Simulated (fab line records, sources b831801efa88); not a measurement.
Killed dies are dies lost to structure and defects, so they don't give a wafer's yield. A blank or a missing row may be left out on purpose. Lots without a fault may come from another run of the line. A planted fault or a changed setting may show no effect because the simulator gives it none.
A struck lot beside a sound one | flow sky130 | 15 steps out of a route of 708
Sound: wafers L415.3, L415.4, L415.5. Struck: wafers L422.2, L422.3, L422.4. The cause comes at the end.
At each step with rows: each side's tool, then ch and its chambers, then its first start. Under that, the readings that differ: sound wafers | struck wafers | difference of the means | sigmas: that difference in standard deviations of wafers without a fault.
alike: readings whose means differ by less than 2 such deviations, and words and numbers that are the same on both sides. not compared: withheld readings, readings that some wafer has no value for, bounds like >300 that may hide the same value, and numbers for which the record gives no deviation and whose values overlap.
The two part at a step that has a row with sigmas, a row that says differs or no value, or rows on one side only. Numbers that don't overlap but have no deviation are shown without sigmas and don't part them. A reading that every wafer of one side lacks parts them only if that side has two wafers or more.

first, 1 step without rows for these wafers: SKY_VIA2_ETCH_14 (etches BARC in N2/H2, stops on SiO2, time 45.9 s, target depth 60 nm).
SKY_VIA2_ETCH_15: etches SiO2 in C4F8/O2/Ar, stops on TiN, target depth 546 nm, time 84 s.
  sound on rie_diel-02 ch 1,2,3, day 37 05:16; struck on rie_diel-02 ch 0,1,2, day 39 12:19
  alike: oes_product_au
  not compared: rf_hours_counter_h
SKY_VIA2_STRIP_16: strips in O2/N2.
  sound on plasma_asher-01 ch 0,1, day 37 05:22; struck on plasma_asher-04 ch 0,1, day 39 12:22
  alike: drypump_motor_current_A, oes_product_au, strip_time_to_endpoint_s
  not compared: rf_hours_counter_h
then, 5 steps without rows for these wafers: SKY_VIA2_STRIP_17 (strips in post etch residue remover, time 1200 s); SKY_VIA2_CLEAN_18 (cleans in IPA, time 180 s); SKY_VIA2_CLEAN_19 (cleans in O3/DIW); SKY_VIA2_SPUTTER_20 (material TiN, target thk 20 nm, time 80 s); SKY_VIA2_CVD_21 (deposits W, target thk 420 nm, time 126.4 s).
SKY_VIA2_RS_MEAS_22: measures by four-point-probe.
  sound on film_metro-02, day 37 06:19; struck on film_metro-03, day 39 13:11
  alike: VIA2_W_RS
SKY_VIA2_THK_MEAS_23: measures by xrf.
  sound on film_metro-02, day 37 06:25; struck on film_metro-03, day 39 13:17
  alike: VIA2_W_THK
SKY_VIA2_CMP_24: polishes, stops on SiO2, t overpolish 20 s, target thk 0 nm.
  sound on cmp-01 ch 2,3, day 37 06:30; struck on cmp-02 ch 0,1,2, day 39 13:20
  alike: edge_zone_pressure_frac, motor_current_A, overpolish_run_s, time_to_endpoint_s
SKY_METAL3_SPUTTER_00: material Ti, target thk 15 nm, time 10 s.
  sound on pvd_sputter-04, day 37 06:45; struck on pvd_sputter-04, day 39 13:38
  alike: chamber_pressure_pa, throttle_valve_pct
SKY_METAL3_SPUTTER_01: material TiN, target thk 20 nm, time 16.7 s.
  sound on pvd_sputter-04, day 37 06:46; struck on pvd_sputter-04, day 39 13:40
  reading                  | sound                | struck               | difference | sigmas
  chamber_pressure_pa (Pa) | 0.4009 0.4011 0.4003 | 0.3850 0.3867 0.3843 | -0.0154    | -18
  alike: throttle_valve_pct
SKY_METAL3_SPUTTER_02: material AlCu, target thk 735 nm, time 39.1 s.
  sound on pvd_sputter-04, day 37 06:47; struck on pvd_sputter-04, day 39 13:41
  alike: chamber_pressure_pa, throttle_valve_pct
-- the record jumps here: 9 days lie between the struck wafers' starts before and after (it left off in module METAL3 and takes up again in module PAD_OPEN, whose first step shown is number 708 of the route) --
SKY_PAD_OPEN_PROBE_99:
  sound on prober-02, day 46 13:29; struck on prober-01, day 48 11:16
  alike: defect_limited_yield, killed_at_M0_to_M3, killed_at_M4_up, killed_at_contacts, killed_at_front_end, killed_at_other, killed_dies, killed_open, killed_short, sort_bin_3_pad_short, sort_bin_5_function, sort_bin_6_memory, sort_n_pass, sort_yield_pct

WHERE THEY PART
Only at SKY_METAL3_SPUTTER_01, within this record. Later steps at which nothing parts them and some readings are alike: SKY_METAL3_SPUTTER_02, SKY_PAD_OPEN_PROBE_99.

WHY: what the simulator had put in
Process parameter drift: pvd_sputter-04, from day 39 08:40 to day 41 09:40, at SKY_METAL3_SPUTTER_01. Setting chamber_pressure_pa, moved by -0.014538, from 0.4. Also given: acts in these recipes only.
